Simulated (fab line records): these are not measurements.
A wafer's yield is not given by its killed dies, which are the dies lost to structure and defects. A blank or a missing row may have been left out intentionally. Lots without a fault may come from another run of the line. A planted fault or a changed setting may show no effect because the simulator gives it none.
Which tool did it? / flow sky130 / Sampling: 6 lots, 18 wafers, 3 of 708 route steps

## WHAT THE GAUGES READ, wafer by wafer
SKY_SONOS_TUNNEL_CD_MEAS_07: the cd target is 410 nm.
lot=L496; measured=day 11 21:54; on=cdSem-02; cdNm (nm)=409.4 408.5 407.3
lot=L498; measured=day 12 16:20; on=cdSem-01; cdNm (nm)=415.6 414.1 414.5
lot=L503; measured=day 14 05:45; on=cdSem-01; cdNm (nm)=411.2 411.0 411.1
lot=L505; measured=day 14 22:28; on=cdSem-01; cdNm (nm)=409.2 411.7 410.7
lot=L512; measured=day 17 09:40; on=cdSem-01; cdNm (nm)=381.5 383.7 383.1
lot=L517; measured=day 18 23:28; on=cdSem-01; cdNm (nm)=413.4 413.0 412.5

## WHAT TOOL EACH LOT RAN ON (gives the tool, then ch and the chambers of the sampled wafers, and finally the start)
lot=L496; SKY_VT_ADJUST_PCH_STRIP_09=plasmaAsher-04 ch 1, day 10 22:20; SKY_SONOS_TUNNEL_DEVELOP_06=lithoTrack-02 ch 0, day 11 21:46
lot=L498; SKY_VT_ADJUST_PCH_STRIP_09=plasmaAsher-01 ch 1, day 11 16:05; SKY_SONOS_TUNNEL_DEVELOP_06=lithoTrack-02 ch 0, day 12 16:11
lot=L503; SKY_VT_ADJUST_PCH_STRIP_09=plasmaAsher-01 ch 0,1, day 13 04:52; SKY_SONOS_TUNNEL_DEVELOP_06=lithoTrack-02 ch 0, day 14 05:37
lot=L505; SKY_VT_ADJUST_PCH_STRIP_09=plasmaAsher-02 ch 0,1, day 13 19:55; SKY_SONOS_TUNNEL_DEVELOP_06=lithoTrack-03 ch 0, day 14 21:54
lot=L512; SKY_VT_ADJUST_PCH_STRIP_09=plasmaAsher-04 ch 0,1, day 16 04:43; SKY_SONOS_TUNNEL_DEVELOP_06=lithoTrack-02 ch 0, day 17 09:29
lot=L517; SKY_VT_ADJUST_PCH_STRIP_09=plasmaAsher-04 ch 0,1, day 17 17:20; SKY_SONOS_TUNNEL_DEVELOP_06=lithoTrack-04 ch 0, day 18 23:19
- SKY_VT_ADJUST_PCH_STRIP_09: strips in O2/N2.
- SKY_SONOS_TUNNEL_DEVELOP_06: develop time 60 s.

## THE ANSWER, worked out from the rows above alone
Rule: the lots themselves supply what counts as usual. Put in order of their means at a reading, lots are off if they are a third of the lots or fewer, leave a main group of 4 or more, and stand apart from it by a gap of 3 or more times the standard deviation of the main group's means; of several such gaps the widest counts. The tables above print the reading to a certain number of digits; a main group whose means all agree to those digits is not used. Also off: a lot with no number at a reading for which 4 or more lots have one. The other lots that the step has rows for count as sound.
Off, at SKY_SONOS_TUNNEL_CD_MEAS_07 on cdNm: L512. Main group: mean 411.5 nm, sd 2.2.
A tool fits if, at a process step before that reading, it ran every lot that is off, and no sound lot after the first of them. The gauges at SKY_SONOS_TUNNEL_CD_MEAS_07 are tried like those tools. One fits: lithoTrack-02 at SKY_SONOS_TUNNEL_DEVELOP_06. A fault onset in the window from L503 (day 14 05:37, its last sound lot) to L512 (day 17 09:29, its first lot off) fits.

## WHAT WAS PUT IN BY THE SIMULATOR
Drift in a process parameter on lithoTrack-02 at SKY_SONOS_TUNNEL_DEVELOP_06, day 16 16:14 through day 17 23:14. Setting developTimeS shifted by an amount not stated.
Shown lots that were struck: L512. The rule above reached the same finding.
